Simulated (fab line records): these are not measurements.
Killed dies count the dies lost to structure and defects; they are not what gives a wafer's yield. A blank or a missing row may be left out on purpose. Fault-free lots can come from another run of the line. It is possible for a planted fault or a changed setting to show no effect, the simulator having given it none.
Which tool is to blame? + flow sky130 + 12 lots with 36 wafers sampled at 3 steps, on a route of 708 steps

== WHAT THE GAUGES READ, wafer by wafer ==
SKY_CAPM_THK_MEAS_04: measures by xrf.
| lot  | measured     | on            | CAPM_TIN_THK (nm) |
|------|--------------|---------------|-------------------|
| L075 | day 36 12:09 | film metro-02 | 202.1 201.4 203.5 |
| L077 | day 37 19:52 | film metro-02 | 203.4 204.3 201.2 |
| L080 | day 38 02:49 | film metro-02 | 204.1 206.0 205.5 |
| L081 | day 38 12:28 | film metro-04 | 198.6 201.2 198.8 |
| L084 | day 39 12:15 | film metro-02 | 206.9 208.2 208.4 |
| L085 | day 40 01:20 | film metro-04 | 200.1 198.5 196.5 |
| L087 | day 40 13:33 | film metro-04 | 204.4 206.0 202.0 |
| L089 | day 40 23:04 | film metro-01 | 200.3 197.4 203.5 |
| L091 | day 41 15:08 | film metro-04 | 202.4 202.3 200.5 |
| L094 | day 42 06:31 | film metro-01 | 202.8 205.5 200.1 |
| L095 | day 42 13:50 | film metro-04 | 207.3 207.4 203.1 |
| L097 | day 43 02:01 | film metro-01 | 204.3 209.6 208.4 |

== WHICH TOOL RAN EACH LOT (tool, then ch and the chambers of the sampled wafers, then the start) ==
| lot  | SKY_METAL2_SPUTTER_01        | SKY_METAL2_SPUTTER_04        |
|------|------------------------------|------------------------------|
| L075 | pvd sputter-03, day 34 04:26 | pvd sputter-03, day 34 04:31 |
| L077 | pvd sputter-01, day 35 11:11 | pvd sputter-01, day 35 11:15 |
| L080 | pvd sputter-03, day 35 18:40 | pvd sputter-03, day 35 18:44 |
| L081 | pvd sputter-02, day 36 04:20 | pvd sputter-02, day 36 04:24 |
| L084 | pvd sputter-01, day 37 06:22 | pvd sputter-01, day 37 06:26 |
| L085 | pvd sputter-01, day 37 20:01 | pvd sputter-01, day 37 20:05 |
| L087 | pvd sputter-02, day 38 07:35 | pvd sputter-02, day 38 07:39 |
| L089 | pvd sputter-03, day 38 18:14 | pvd sputter-03, day 38 18:19 |
| L091 | pvd sputter-01, day 39 10:45 | pvd sputter-01, day 39 10:49 |
| L094 | pvd sputter-03, day 40 02:58 | pvd sputter-03, day 40 03:02 |
| L095 | pvd sputter-03, day 40 10:04 | pvd sputter-03, day 40 10:08 |
| L097 | pvd sputter-02, day 40 23:28 | pvd sputter-02, day 40 23:32 |
- SKY_METAL2_SPUTTER_01: material TiN, target thk 20 nm, time 16.7 s.
- SKY_METAL2_SPUTTER_04: material TiN, target thk 70 nm, time 58.3 s.

== THE ANSWER, worked out from the rows above alone ==
Rule: usual is defined by the lots themselves. Put in order of their means at a reading, lots are off if they are a third of the lots or fewer, leave a main group of 4 or more, and stand apart from it by a gap of 3 or more times the standard deviation of the main group's means; of several such gaps the widest counts. A main group whose means are all the same, to the digits that the tables above print for the reading, isn't used. Also off: a lot with no number at a reading for which 4 or more lots have one. Where the step has rows for the other lots, those lots are counted as sound.
No lot is off at any reading shown: from this, nothing can be told.

== WHAT THE SIMULATOR HAD PUT IN ==
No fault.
